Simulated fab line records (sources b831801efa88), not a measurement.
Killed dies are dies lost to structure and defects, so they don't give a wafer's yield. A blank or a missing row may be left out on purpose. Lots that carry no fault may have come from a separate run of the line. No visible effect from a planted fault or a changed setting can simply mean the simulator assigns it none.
A struck lot beside a sound one || flow sky130 || 43 out of 708 route steps
Sound: wafers L588.3, L588.5, L588.6. Struck: wafers L600.3, L600.5 (left out: L600.1, a lot-mate that was not struck); the cause follows at the end.
Each step with rows lists, per side, the tool, then ch with its chambers, then its first start. Under that, the readings that differ: sound wafers || struck wafers || difference of the means || sigmas: that difference in standard deviations of wafers without a fault.
alike: words and numbers the same on both sides, and readings whose means are apart by under 2 such deviations; not compared: readings that were withheld, readings missing a value for some wafer, numbers with overlapping values and no deviation given by the record, and bounds like >300 which may hide the same value.
A row with sigmas, a row that says differs or no value, or rows on one side alone: a step with any of these is where the two part. Non-overlapping numbers with no deviation appear without sigmas and do not part them. Lack of a reading on every wafer of one side parts them only where that side has two or more wafers.

SKY_VIA3_ETCH_14: etches BARC in N2/H2, stops on SiO2, time 45.9 s, target depth 60 nm.
  sound on rieDiel-01 ch 0,2, day 42 01:43; struck on rieDiel-03 ch 2,3, day 45 02:49
  alike: drypumpMotorCurrentA, n2FlowSccm, oesProductAu, throttleValvePct
  not compared: rfHoursCounterH
then, 7 steps without rows for these wafers: SKY_VIA3_ETCH_15 (etches SiO2 in C4F8/O2/Ar, stops on TiN, target depth 507 nm, time 78 s); SKY_VIA3_STRIP_16 (strips in O2/N2); SKY_VIA3_STRIP_17 (strips in post etch residue remover, time 1200 s); SKY_VIA3_CLEAN_18 (cleans in IPA, time 180 s); SKY_VIA3_CLEAN_19 (cleans in O3/DIW); SKY_VIA3_SPUTTER_20 (material TiN, target thk 20 nm, time 80 s); SKY_VIA3_CVD_21 (deposits W, target thk 390 nm, time 117.31 s).
SKY_VIA3_RS_MEAS_22: a four-point-probe measurement.
  sound on filmMetro-04, day 42 02:47; struck on filmMetro-02, day 45 03:56
  alike: VIA3_W_RS
SKY_VIA3_THK_MEAS_23: measures by xrf.
  sound on filmMetro-04, day 42 02:53; struck on filmMetro-02, day 45 04:04
  alike: VIA3_W_THK
SKY_VIA3_CMP_24: polishes, stops on SiO2, t overpolish 20 s, target thk 0 nm.
  sound on cmp-01 ch 0,1, day 42 02:59; struck on cmp-01 ch 0,3, day 45 04:26
  alike: edgeZonePressureFrac, motorCurrentA, overpolishRunS, retainingRingPressureFrac, timeToEndpointS
then, 1 step without rows for these wafers: SKY_METAL4_SPUTTER_00 (material Ti, target thk 15 nm, time 10 s).
SKY_METAL4_SPUTTER_01: material TiN, target thk 20 nm, time 16.7 s.
  sound on pvdSputter-02, day 42 03:16; struck on pvdSputter-02, day 45 04:43
  alike: throttleValvePct
then, 1 step without rows for these wafers: SKY_METAL4_SPUTTER_02 (material AlCu, target thk 735 nm, time 39.1 s).
SKY_METAL4_SPUTTER_03: material Ti, target thk 5 nm, time 3.3 s.
  sound on pvdSputter-02, day 42 03:20; struck on pvdSputter-02, day 45 04:46
  alike: throttleValvePct
then, 1 step without rows for these wafers: SKY_METAL4_SPUTTER_04 (material TiN, target thk 70 nm, time 58.3 s).
SKY_CAP2M_CVD_00: deposits SiO2, target thk 15.5 nm.
  sound on pecvd-04 ch 1,2, day 42 03:24; struck on pecvd-04 ch 0,2, day 45 04:50
  alike: heaterPowerW
SKY_CAP2M_THK_MEAS_01:
  sound on filmMetro-03, day 42 03:26; struck on filmMetro-03, day 45 04:52
  alike: CAP2M_CVD_00_THK
then, 1 step without rows for these wafers: SKY_CAP2M_SPUTTER_02 (material TiN, target thk 200 nm, time 166.7 s).
SKY_CAP2M_RS_MEAS_03: a four-point-probe measurement.
  sound on filmMetro-03, day 42 03:38; struck on filmMetro-02, day 45 05:02
  alike: CAP2M_TIN_RS
SKY_CAP2M_THK_MEAS_04: measures by xrf.
  sound on filmMetro-03, day 42 03:44; struck on filmMetro-02, day 45 05:09
  alike: CAP2M_TIN_THK
then, 7 steps without rows for these wafers: SKY_CAP2M_DEHYDRATE_05 (time 60 s); SKY_CAP2M_HMDS_06 (prime time 60 s); SKY_CAP2M_COAT_07 (resist thk 1140 nm); SKY_CAP2M_SOFTBAKE_08 (time 58.67 s); SKY_CAP2M_EXPOSE_09 (exposes mask CAP2M, target cd 1000 nm); SKY_CAP2M_PEB_10; SKY_CAP2M_DEVELOP_11 (develop time 60 s).
SKY_CAP2M_OVL_MEAS_12:
  sound on overlay-01, day 43 02:57; struck on overlay-01, day 46 01:56
{"reading": "CAP2M_OVL (nm)", "sound": "-1.2 -0.7 -0.8", "struck": "1.5 1.1", "difference": "+2.2", "sigmas": "+2"}
SKY_CAP2M_METAL_ETCH_13: etches TiN in Cl2/BCl3, stops on SiO2, target depth 220 nm, time 62.9 s.
  sound on rieMetal-04 ch 0,1, day 43 03:00; struck on rieMetal-04 ch 0,1, day 46 01:59
  alike: drypumpMotorCurrentA, oesProductAu, throttleValvePct
  not compared: rfHoursCounterH
then, 12 steps without rows for these wafers: SKY_CAP2M_STRIP_14 (strips in O2/N2); SKY_CAP2M_STRIP_15 (strips in post etch residue remover, time 1200 s); SKY_CAP2M_CLEAN_16 (cleans in IPA, time 180 s); SKY_CAP2M_CLEAN_17 (cleans in O3/DIW); SKY_METAL4_DEHYDRATE_05 (time 60 s); SKY_METAL4_HMDS_06 (prime time 60 s); SKY_METAL4_COAT_07 (resist thk 60 nm); SKY_METAL4_COAT_08 (resist thk 1140 nm); SKY_METAL4_SOFTBAKE_09 (time 90 s); SKY_METAL4_EXPOSE_10 (exposes mask MM4, target cd 300 nm); SKY_METAL4_PEB_11; SKY_METAL4_DEVELOP_12 (develop time 60 s).
-- the record jumps here: 4 days lie between the struck wafers' starts before and after (it left off in module METAL4 and takes up again in module PAD_OPEN, whose first step shown is number 708 of the route) --
SKY_PAD_OPEN_PROBE_99:
  sound on prober-02, day 47 20:17; struck on prober-02, day 50 07:11
{"reading": "defectLimitedYield (%)", "sound": "84.8 83.5 85.4", "struck": "72.0 75.0", "difference": -11.1, "sigmas": -5}
{"reading": "killed_at_M4_up", "sound": "6 4 4", "struck": "69 65", "difference": "+62", "sigmas": "+31"}
{"reading": "killedDies", "sound": "75 81 72", "struck": "138 123", "difference": "+54", "sigmas": "+5"}
{"reading": "sort_bin_3_pad_short (%)", "sound": "0.8 2.0 0.8", "struck": "5.1 5.7", "difference": "+4.2", "sigmas": "+10"}
{"reading": "sort_bin_5_function (%)", "sound": "9.8 9.8 7.5", "struck": "15.0 14.6", "difference": "+5.8", "sigmas": "+3"}
{"reading": "sortNPass", "sound": "417 411 420", "struck": "354 369", "difference": -54, "sigmas": -5}
{"reading": "sortYieldPct (%)", "sound": "84.8 83.5 85.4", "struck": "72.0 75.0", "difference": -11.1, "sigmas": -5}
{"reading": "model.etest.tester.sortNPass", "sound": "417 411 420", "struck": "354 369", "difference": -54, "sigmas": ""}
{"reading": "model.etest.tester.sortYieldPct (%)", "sound": "84.76 83.54 85.37", "struck": "71.95 75", "difference": -11.08, "sigmas": ""}
{"reading": "model.etest.tester.sort_bin_5_pct (%)", "sound": "9.756 9.756 7.52", "struck": "15.04 14.63", "difference": "+5.82", "sigmas": ""}
{"reading": "model.etest.tester.sort_bin_3_pct (%)", "sound": "0.813 2.033 0.813", "struck": "5.081 5.691", "difference": "+4.166", "sigmas": ""}
  alike: killed_at_M0_to_M3, killedAtContacts, killedAtFrontEnd, killedAtOther, killedOpen, killedShort, sort_bin_6_memory

== WHERE THEY PART ==
First at SKY_CAP2M_OVL_MEAS_12; last, within this record, at SKY_PAD_OPEN_PROBE_99.

WHY: what the simulator had put in
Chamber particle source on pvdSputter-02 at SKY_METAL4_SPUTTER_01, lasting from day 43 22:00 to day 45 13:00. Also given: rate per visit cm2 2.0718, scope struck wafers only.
